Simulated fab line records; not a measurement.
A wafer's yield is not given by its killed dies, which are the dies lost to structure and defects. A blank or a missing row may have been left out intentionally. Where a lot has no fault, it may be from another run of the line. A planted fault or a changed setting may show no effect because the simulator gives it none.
Which tool was responsible?	flow gf180mcu	Sampling: 14 lots, 42 wafers, 5 of 602 route steps

== WHAT THE GAUGES READ, wafer by wafer ==
GF_NSD_CD_MEAS_07 targets a cd of 400 nm.
lot	measured	on	cd-nm (nm)
L970	day 13 15:11	cd-sem-01	399.2 396.3 394.9
L971	day 13 21:05	cd-sem-02	398.1 400.6 397.6
L973	day 14 12:32	cd-sem-01	398.6 398.0 398.8
L975	day 15 10:17	cd-sem-01	401.5 401.3 399.8
L976	day 15 14:35	cd-sem-02	403.0 402.3 401.6
L977	day 16 01:50	cd-sem-02	397.1 398.0 396.9
L978	day 16 08:37	cd-sem-02	400.5 399.8 399.6
L979	day 16 18:36	cd-sem-02	395.4 397.1 397.2
L980	day 17 04:42	cd-sem-02	397.4 397.9 397.0
L981	day 17 13:47	cd-sem-02	400.9 402.9 401.8
L985	day 18 23:08	cd-sem-02	407.2 405.3 406.5
L987	day 19 10:52	cd-sem-01	402.5 402.7 401.5
L988	day 19 21:41	cd-sem-01	404.7 406.8 404.8
L990	day 20 12:02	cd-sem-01	397.5 398.4 398.0

GF_CONTACT_RS_MEAS_25: the measuring method here is four-point-probe.
lot	measured	on	CONTACT_W_RS (ohm/sq)
L970	day 16 10:06	film-metro-01	0.385 0.381 0.383
L971	day 16 17:28	film-metro-01	0.388 0.378 0.379
L973	day 17 09:37	film-metro-01	0.380 0.384 0.386
L975	day 18 10:04	film-metro-04	0.381 0.377 0.381
L976	day 18 14:31	film-metro-04	0.387 0.383 0.385
L977	day 19 02:28	film-metro-01	0.378 0.382 0.383
L978	day 19 10:27	film-metro-02	0.388 0.379 0.388
L979	day 19 21:13	film-metro-04	0.372 0.376 0.376
L980	day 20 08:38	film-metro-01	0.381 0.380 0.386
L981	day 20 17:45	film-metro-02	0.393 0.388 0.387
L985	day 22 03:13	film-metro-04	0.379 0.383 0.392
L987	day 22 18:38	film-metro-02	0.387 0.384 0.384
L988	day 23 01:24	film-metro-01	0.386 0.384 0.385
L990	day 23 13:35	film-metro-02	0.381 0.384 0.385

GF_M1_THK_MEAS_06: measures by xrf.
lot	measured	on	M1_ALCU_THK (nm)
L970	day 16 10:55	film-metro-03	447 448 456
L971	day 16 18:17	film-metro-01	456 453 458
L973	day 17 10:26	film-metro-03	449 453 452
L975	day 18 10:53	film-metro-03	453 450 444
L976	day 18 15:20	film-metro-03	446 442 448
L977	day 19 03:31	film-metro-04	446 445 446
L978	day 19 11:16	film-metro-04	450 446 448
L979	day 19 22:11	film-metro-04	441 447 442
L980	day 20 09:26	film-metro-01	457 457 448
L981	day 20 18:35	film-metro-03	450 451 449
L985	day 22 04:02	film-metro-03	441 444 449
L987	day 22 19:26	film-metro-03	450 446 449
L988	day 23 02:13	film-metro-04	448 450 454
L990	day 23 14:23	film-metro-01	451 450 448

== WHAT TOOL EACH LOT RAN ON (gives the tool, then ch and the chambers of the sampled wafers, and finally the start) ==
lot	GF_NSD_DEVELOP_06	GF_CONTACT_SPUTTER_22
L970	litho-track-02 ch 0, day 13 15:02	pvd-sputter-03, day 16 09:52
L971	litho-track-04 ch 0, day 13 20:56	pvd-sputter-04, day 16 17:16
L973	litho-track-04 ch 0, day 14 12:23	pvd-sputter-03, day 17 09:24
L975	litho-track-02 ch 0, day 15 10:08	pvd-sputter-03, day 18 09:52
L976	litho-track-01 ch 0, day 15 14:26	pvd-sputter-04, day 18 14:19
L977	litho-track-01 ch 0, day 16 01:41	pvd-sputter-01, day 19 02:16
L978	litho-track-02 ch 0, day 16 08:28	pvd-sputter-04, day 19 10:14
L979	litho-track-01 ch 0, day 16 18:26	pvd-sputter-01, day 19 21:01
L980	litho-track-04 ch 0, day 17 04:34	pvd-sputter-01, day 20 08:25
L981	litho-track-02 ch 0, day 17 13:38	pvd-sputter-01, day 20 17:33
L985	litho-track-02 ch 0, day 18 22:59	pvd-sputter-03, day 22 03:01
L987	litho-track-04 ch 0, day 19 10:44	pvd-sputter-01, day 22 18:24
L988	litho-track-02 ch 0, day 19 21:32	pvd-sputter-01, day 23 01:12
L990	litho-track-01 ch 0, day 20 11:53	pvd-sputter-04, day 23 13:21
- GF_NSD_DEVELOP_06: develop time 60 s.
- GF_CONTACT_SPUTTER_22: material Ti, target thk 15 nm, time 80.02 s.

== WHAT THE TOOLS THEMSELVES READ (means of the sampled wafers that have a number; where no wafer has one, the mark that the record gives instead) ==
GF_NSD_DEVELOP_06.
lot	tool	chill-plate-temp-C (C)
L970	litho-track-02	22.92
L971	litho-track-04	23.01
L973	litho-track-04	22.99
L975	litho-track-02	22.91
L976	litho-track-01	23.07
L977	litho-track-01	22.85
L978	litho-track-02	23.00
L979	litho-track-01	23.05
L980	litho-track-04	22.87
L981	litho-track-02	23.11
L985	litho-track-02	22.99
L987	litho-track-04	23.03
L988	litho-track-02	22.97
L990	litho-track-01	22.79

GF_CONTACT_SPUTTER_22.
lot	tool	throttle-valve-pct (%)
L970	pvd-sputter-03	30.6
L971	pvd-sputter-04	30.7
L973	pvd-sputter-03	30.4
L975	pvd-sputter-03	30.4
L976	pvd-sputter-04	30.5
L977	pvd-sputter-01	29.4
L978	pvd-sputter-04	30.5
L979	pvd-sputter-01	28.9
L980	pvd-sputter-01	29.4
L981	pvd-sputter-01	29.3
L985	pvd-sputter-03	30.0
L987	pvd-sputter-01	29.5
L988	pvd-sputter-01	28.7
L990	pvd-sputter-04	30.5

== THE ANSWER, worked out from the rows above alone ==
Rule: the lots themselves supply what counts as usual. The widest of any qualifying gaps counts: lots, ordered by their means at a reading, are off when they make up no more than a third of the lots, leave a main group of 4 or more, and stand apart from it by 3 or more times the standard deviation of that group's means. The tables above print the reading to a certain number of digits; a main group whose means all agree to those digits is not used. A lot without any number at a reading at which 4 lots or more have one is off too. The other lots that the step has rows for count as sound. The gauges are gone through in route order, then the tools' own readings, and for those a lot's mean is taken as printed above. At the first step where some lot is off, the reading lying furthest off is the one used; lots without a number count as furthest.
No lot is off at any reading shown: from this, nothing can be told.

== WHAT THE SIMULATOR HAD PUT IN ==
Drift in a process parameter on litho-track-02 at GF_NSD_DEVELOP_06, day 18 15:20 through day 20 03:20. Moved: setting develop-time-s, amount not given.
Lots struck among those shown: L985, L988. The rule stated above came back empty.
